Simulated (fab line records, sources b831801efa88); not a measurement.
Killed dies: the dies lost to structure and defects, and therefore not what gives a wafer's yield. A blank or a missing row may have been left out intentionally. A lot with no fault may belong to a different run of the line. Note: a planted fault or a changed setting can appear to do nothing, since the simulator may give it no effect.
Struck lot and sound lot, side by side -- flow sky130 -- 43 out of 708 route steps
Sound: these wafers, L521.2, L521.3, L521.6. Struck: wafers L526.3, L526.4, L526.5. The cause comes at the end.
Per side, at each step with rows, come the tool, then ch with its chambers, and then its first start. Under that, the readings that differ: sound wafers -- struck wafers -- difference of the means -- sigmas: that difference in standard deviations of wafers without a fault.
alike: a reading whose means differ by less than 2 such deviations, as well as words and numbers matching on both sides. not compared: withheld readings; readings where some wafer has no value; bounds like >300 that might hide an equal value; numbers whose values overlap and for which the record gives no deviation.
A row with sigmas, a row that says differs or no value, or rows on one side alone: a step with any of these is where the two part. Numbers that don't overlap but have no deviation are shown without sigmas and don't part them. A reading missing from all wafers of one side parts the sides only when that side holds two or more wafers.

first, 5 steps without rows for these wafers: SKY_SONOS_ONO_COAT_08 (resist thk 1140 nm); SKY_SONOS_ONO_SOFTBAKE_09 (time 60 s); SKY_SONOS_ONO_EXPOSE_10 (exposes mask ONOM, target cd 410 nm); SKY_SONOS_ONO_PEB_11; SKY_SONOS_ONO_DEVELOP_12 (develop time 60 s).
SKY_SONOS_ONO_CD_MEAS_13: the cd target is 410 nm.
  sound: cdSem-02 at day 14 17:16; struck: cdSem-02 at day 15 21:11
  alike: cdNm
SKY_SONOS_ONO_OVL_MEAS_14:
  sound: overlay-01 at day 14 17:23; struck: overlay-01 at day 15 21:17
  alike: SONOS_ONO_OVL
SKY_SONOS_ONO_ETCH_15: etches the open film in CHF3/O2, target depth 19.52 nm, time 7.8 s.
  sound on rieDiel-03 ch 1,2, day 14 17:25; struck on rieDiel-01 ch 0,2,3, day 15 21:18
  alike: drypumpMotorCurrentA, oesProductAu, rfFwdPowerW, throttleValvePct
  not compared: rfHoursCounterH
then, 1 step without rows for these wafers: SKY_SONOS_ONO_WET_ETCH_16 (etches SiO2 in dHF, target depth 14 nm, time 280 s).
SKY_SONOS_ONO_STRIP_17: strips in O2/N2.
  sound on plasmaAsher-04 ch 0,1, day 14 17:31; struck on plasmaAsher-01 ch 0,1, day 15 21:26
  alike: drypumpMotorCurrentA, n2FlowSccm, oesProductAu, stripTimeToEndpointS
  not compared: rfHoursCounterH
then, 2 steps without rows for these wafers: SKY_SONOS_ONO_WET_ETCH_18 (etches Si3N4 in H3PO4, target depth 15 nm, time 172 s); SKY_GATE_OXIDE_CLEAN_00 (cleans in SC1/SC2, time 150 s).
SKY_GATE_OXIDE_OXIDATION_01: stabilise 600 s, purge 300 s, target thk 10.268 nm.
  sound on furnace-02 ch 0, day 14 18:08; struck on furnace-01 ch 0, day 15 22:08
reading,sound,struck,difference,sigmas
zonePowerTopPct (%),30.2 30.2 31.2,35.7 35.2 35.3,+4.9,+2
SKY_GATE_OXIDE_THK_MEAS_02:
  sound: filmMetro-01 at day 14 19:34; struck: filmMetro-01 at day 15 23:34
  alike: GATE_OXIDE_OXIDATION_00_THK
then, 7 steps without rows for these wafers: SKY_GATE_OXIDE_DEHYDRATE_03 (time 60 s); SKY_GATE_OXIDE_HMDS_04 (prime time 60 s); SKY_GATE_OXIDE_COAT_05 (resist thk 1140 nm); SKY_GATE_OXIDE_SOFTBAKE_06 (time 60 s); SKY_GATE_OXIDE_EXPOSE_07 (exposes mask LVOM, target cd 600 nm); SKY_GATE_OXIDE_PEB_08; SKY_GATE_OXIDE_DEVELOP_09 (develop time 60 s).
SKY_GATE_OXIDE_OVL_MEAS_10:
  sound: overlay-01 at day 15 22:53; struck: overlay-02 at day 17 04:52
  alike: GATE_OXIDE_OVL
then, 2 steps without rows for these wafers: SKY_GATE_OXIDE_IMPLANT_11; SKY_GATE_OXIDE_WET_ETCH_12 (etches SiO2 in dHF, target depth 16.8 nm, time 336 s).
SKY_GATE_OXIDE_STRIP_13: strips in O2/N2.
  sound on plasmaAsher-04 ch 0,1, day 15 23:11; struck on plasmaAsher-04 ch 0,1, day 17 05:11
  alike: drypumpMotorCurrentA, n2FlowSccm, oesProductAu, stripTimeToEndpointS
  not compared: rfHoursCounterH
SKY_GATE_OXIDE_TW_MEAS_14:
  sound: filmMetro-01 at day 15 23:17; struck: filmMetro-01 at day 17 05:16
  alike: GATE_OXIDE_TW
then, 3 steps without rows for these wafers: SKY_GATE_OXIDE_CLEAN_15 (cleans in SC1/SC2, time 150 s); SKY_GATE_OXIDE_OXIDATION_16 (stabilise 600 s, purge 300 s, target thk 3.57 nm); SKY_POLY_GATE_CVD_00 (deposits poly-Si, target thk 180 nm, time 720 s).
SKY_POLY_GATE_THK_MEAS_01:
  sound: filmMetro-01 at day 16 03:26; struck: filmMetro-01 at day 17 08:40
  alike: POLY_GATE_CVD_00_THK
then, 8 steps without rows for these wafers: SKY_RES_PROTECT_DEHYDRATE_00 (time 60 s); SKY_RES_PROTECT_HMDS_01 (prime time 60 s); SKY_RES_PROTECT_COAT_02 (resist thk 1140 nm); SKY_RES_PROTECT_SOFTBAKE_03 (time 60 s); SKY_RES_PROTECT_EXPOSE_04 (exposes mask RPM, target cd 1270 nm); SKY_RES_PROTECT_PEB_05; SKY_RES_PROTECT_DEVELOP_06 (develop time 60 s); SKY_POLY_GATE_IMPLANT_02.
SKY_RES_PROTECT_STRIP_07: strips in O2/N2.
  sound on plasmaAsher-03 ch 0, day 17 08:09; struck on plasmaAsher-03 ch 0,1, day 18 14:50
  alike: drypumpMotorCurrentA, n2FlowSccm, oesProductAu, stripTimeToEndpointS
  not compared: rfHoursCounterH
SKY_RES_PROTECT_TW_MEAS_08:
  sound: filmMetro-04 at day 17 08:16; struck: filmMetro-04 at day 18 14:55
  alike: POLY_GATE_TW
then, 2 steps without rows for these wafers: SKY_RES_PROTECT_CLEAN_09 (cleans in SC1/SC2, time 150 s); SKY_POLY_GATE_CVD_03 (deposits Si3N4 from DCS/NH3, target thk 75 nm, time 1290 s).
-- the record jumps here: 30 days lie between the struck wafers' starts before and after (it left off in module POLY_GATE and takes up again in module PAD_OPEN, whose first step shown is number 708 of the route) --
SKY_PAD_OPEN_PROBE_99:
  sound: prober-01 at day 47 08:37; struck: prober-01 at day 48 09:14
reading,sound,struck,difference,sigmas
killedAtFrontEnd,18 19 14,125 125 120,+106,+22
killedDies,89 99 87,207 189 193,+105,+10
killedOnRim,12 19 16,39 42 41,+25,+7
killedShort,42 47 42,37 31 25,-13,-2
  alike: killed_at_M0_to_M3, killed_at_M4_up, killedAtContacts, killedAtOther, killedOpen

WHERE THEY PART
First at SKY_GATE_OXIDE_OXIDATION_01; last, within this record, at SKY_PAD_OPEN_PROBE_99.

WHY: the cause the simulator had injected
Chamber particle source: furnace-01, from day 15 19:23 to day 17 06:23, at SKY_GATE_OXIDE_OXIDATION_01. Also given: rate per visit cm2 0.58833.
